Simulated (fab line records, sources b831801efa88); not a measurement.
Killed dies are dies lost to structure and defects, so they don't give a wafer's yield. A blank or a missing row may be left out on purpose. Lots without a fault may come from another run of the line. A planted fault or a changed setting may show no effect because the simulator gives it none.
Which tool did it? | flow gf180mcu | 14 lots, 42 wafers sampled, at 3 steps of a route of 602

WHAT THE GAUGES READ, wafer by wafer
GF_DUAL_GATE_OVL_MEAS_11. Usual: DUAL_GATE_OVL 1.1 nm, standard deviation 1.3.
lot  | measured     | on         | DUAL_GATE_OVL (nm) | flag
L945 | day 8 03:58  | overlay-02 | 0.3 1.2 0.3        |
L946 | day 8 19:58  | overlay-02 | -1.8 -1.5 0.1      |
L948 | day 9 00:48  | overlay-02 | 3.2 1.8 2.6        |
L949 | day 9 14:17  | overlay-01 | 1.6 0.8 2.0        |
L950 | day 10 01:58 | overlay-01 | 2.3 0.3 1.8        |
L957 | day 11 17:49 | overlay-01 | 0.6 0.0 -0.6       |
L959 | day 12 08:59 | overlay-01 | 1.5 1.5 0.1        |
L963 | day 13 14:27 | overlay-01 | 0.0 1.0 -0.1       |
L964 | day 13 18:09 | overlay-01 | -1.0 2.0 2.4       |
L965 | day 14 02:38 | overlay-02 | 1.8 2.9 1.8        |
L967 | day 14 16:43 | overlay-02 | 2.8 2.5 -0.2       |
L968 | day 14 23:58 | overlay-02 | 0.0 -1.0 1.1       |

WHICH TOOL RAN EACH LOT (tool, then ch and the chambers of the sampled wafers, then the start)
lot  | GF_VT_IMPLANT_STRIP_42               | GF_DUAL_GATE_OXIDATION_02
L945 | plasma_asher-02 ch 0,1, day 7 10:21  | furnace-02 ch 0, day 7 11:20
L946 | plasma_asher-03 ch 0,1, day 8 00:44  | furnace-01 ch 0, day 8 01:43
L948 | plasma_asher-04 ch 0,1, day 8 05:22  | furnace-01 ch 0, day 8 06:59
L949 | plasma_asher-03 ch 0,1, day 8 18:30  | furnace-01 ch 0, day 8 20:22
L950 | plasma_asher-02 ch 0,1, day 9 06:07  | furnace-02 ch 0, day 9 07:07
L954 | plasma_asher-04 ch 0,1, day 10 04:47 | furnace-01, day 10 05:46
L955 | plasma_asher-02 ch 0,1, day 10 08:26 | furnace-02, day 10 10:06
L957 | plasma_asher-02 ch 1, day 10 20:46   | furnace-02 ch 0, day 10 21:53
L959 | plasma_asher-03 ch 0,1, day 11 11:44 | furnace-01 ch 0, day 11 12:42
L963 | plasma_asher-03 ch 0,1, day 12 15:37 | furnace-01 ch 0, day 12 17:08
L964 | plasma_asher-03 ch 0,1, day 12 19:52 | furnace-01 ch 0, day 12 20:48
L965 | plasma_asher-04 ch 0,1, day 13 04:08 | furnace-02 ch 0, day 13 05:05
L967 | plasma_asher-04 ch 0,1, day 13 17:58 | furnace-01 ch 0, day 13 18:55
L968 | plasma_asher-02 ch 0,1, day 14 00:34 | furnace-02 ch 0, day 14 01:33
- GF_VT_IMPLANT_STRIP_42: strips in O2/N2.
- GF_DUAL_GATE_OXIDATION_02: stabilise 600 s, purge 300 s, target thk 10.887 nm.

WHAT THE TOOLS THEMSELVES READ (means of the sampled wafers that have a number; where no wafer has one, the mark that the record gives instead)
GF_VT_IMPLANT_STRIP_42. Usual: drypump_motor_current_A 5.71 A, standard deviation 0.24; heater_power_w 332 W, standard deviation 18; oes_product_au 0.716 a.u., standard deviation 0.0045; strip_time_to_endpoint_s 12.609 s, standard deviation 0.026.
lot  | tool            | drypump_motor_current_A (A) | heater_power_w (W) | oes_product_au (a.u.) | strip_time_to_endpoint_s (s) | flag
L945 | plasma_asher-02 | 5.37                        | 319                | 0.720                 | 12.630                       |
L946 | plasma_asher-03 | 5.90                        | 345                | 0.722                 | 12.589                       |
L948 | plasma_asher-04 | 5.74                        | 327                | 0.714                 | 12.594                       |
L949 | plasma_asher-03 | 5.90                        | 353                | 0.718                 | 12.610                       |
L950 | plasma_asher-02 | 5.46                        | 328                | 0.714                 | 12.631                       |
L954 | plasma_asher-04 | 5.76                        | 327                | 0.717                 | 12.596                       |
L955 | plasma_asher-02 | 5.48                        | 322                | 0.717                 | 12.632                       |
L957 | plasma_asher-02 | 5.28                        | 311                | 0.715                 | 12.610                       |
L959 | plasma_asher-03 | 5.91                        | 353                | 0.720                 | 12.619                       |
L963 | plasma_asher-03 | 5.91                        | 360                | 0.715                 | 12.572                       |
L964 | plasma_asher-03 | 5.90                        | 340                | 0.716                 | 12.615                       |
L965 | plasma_asher-04 | 5.86                        | 325                | 0.715                 | 12.615                       |
L967 | plasma_asher-04 | 5.74                        | 323                | 0.718                 | 12.620                       |
L968 | plasma_asher-02 | 5.38                        | 312                | 0.716                 | 12.624                       |

GF_DUAL_GATE_OXIDATION_02. Usual: ox_temp_c 900.0 C, standard deviation 0.37; ox_temp_c_max 904.3, standard deviation 0.85; spike_tc_bottom_C 917.8 C, standard deviation 1.8; zone_power_centre_pct 17.6 %, standard deviation 0.38.
lot  | tool       | ox_temp_c (C) | ox_temp_c_max | spike_tc_bottom_C (C) | zone_power_centre_pct (%) | flag
L945 | furnace-02 | 899.7         | 904.1         | 916.4                 | 17.1                      |
L946 | furnace-01 | 900.4         | 904.5         | 919.1                 | 18.1                      |
L948 | furnace-01 | 899.9         | 904.7         | 918.8                 | 17.7                      |
L949 | furnace-01 | 900.0         | 904.3         | 919.5                 | 17.9                      |
L950 | furnace-02 | 900.0         | 903.9         | 915.4                 | 17.1                      |
L954 | furnace-01 | -             | -             | -                     | -                         | OFF
L955 | furnace-02 | -             | -             | -                     | -                         | OFF
L957 | furnace-02 | 900.6         | 905.8         | 916.4                 | 17.2                      |
L959 | furnace-01 | 900.4         | 904.2         | 918.6                 | 18.0                      |
L963 | furnace-01 | 899.9         | 903.7         | 918.9                 | 17.8                      |
L964 | furnace-01 | 899.5         | 903.2         | 919.4                 | 17.8                      |
L965 | furnace-02 | 899.9         | 904.0         | 915.7                 | 17.2                      |
L967 | furnace-01 | 899.8         | 904.0         | 920.0                 | 17.8                      |
L968 | furnace-02 | 900.3         | 905.1         | 915.5                 | 17.0                      |

THE ANSWER, worked out from the rows above alone
Rule: a lot is off if the mean of its wafers that have a number lies more than 3 standard deviations from the usual mean. A lot without any number at a reading at which 4 lots or more have one is off too. The other lots that the step has rows for count as sound. The gauges are gone through in route order, then the tools' own readings, and for those a lot's mean is taken as printed above. The first step at which some lot is off is used, and at that step the reading that is off furthest; a lot without a number counts as furthest.
Off: L954, L955, at GF_DUAL_GATE_OXIDATION_02 (ox_temp_c). Without a number there: L954, L955.
A tool fits if, at that step or a process step before it, it ran every lot that is off, and no sound lot after the first of them. None of those tried fits.

WHAT THE SIMULATOR HAD PUT IN
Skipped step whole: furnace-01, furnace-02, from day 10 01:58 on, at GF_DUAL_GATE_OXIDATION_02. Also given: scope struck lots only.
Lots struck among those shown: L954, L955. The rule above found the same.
